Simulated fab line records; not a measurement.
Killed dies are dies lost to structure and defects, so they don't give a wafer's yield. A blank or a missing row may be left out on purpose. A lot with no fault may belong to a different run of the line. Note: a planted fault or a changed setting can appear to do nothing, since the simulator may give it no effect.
Matching of chambers	flow gf180mcu	GF_V2_CVD_02 on pecvd-04: 3 sister chambers
The step deposits SiO2 from TEOS, target thk 850 nm, time 94.851 s. 3 wafers are shown with their chamber, then 7 later ones without.

== WAFERS PAIRED WITH THEIR CHAMBERS ==
wafer	chamber	heater_power_w (W)
L082.4	0	599
L084.2	1	489
L084.3	2	605

== WAFERS WITHOUT THEIR CHAMBER ==
wafer	heater_power_w (W)
L084.5	668
L087.2	677
L087.3	521
L087.5	716
L096.1	701
L096.2	711
L096.3	525

== EACH ONE'S CHAMBER ==
wafer	from the rows above	in truth
L084.5	can't be placed: 2 or 0 or 1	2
L087.2	can't be placed: 2 or 0 or 1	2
L087.3	can't be placed: 1 or 0 or 2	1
L087.5	can't be placed: 2 or 0 or 1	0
L096.1	can't be placed: 2 or 0 or 1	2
L096.2	can't be placed: 2 or 0 or 1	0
L096.3	can't be placed: 1 or 0 or 2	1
Placed correctly: 0 of 7. From these rows, 7 cannot be placed; in 7 the true chamber is one of the candidates. Wrongly placed: 0.
How it was worked out, from the rows above alone: a wafer's distance from a chamber is the root of the sum, over the readings, of the square of ((its reading less the chamber's mean) divided by the reading's scatter). The wafer belongs to the nearest chamber; if the next one is less than 2 further off, it can't be placed. A chamber's mean is the mean of its shown wafers. The scatter: with one shown wafer a chamber, the root of the mean of the squares of how far each hidden wafer lies from its nearest shown one.
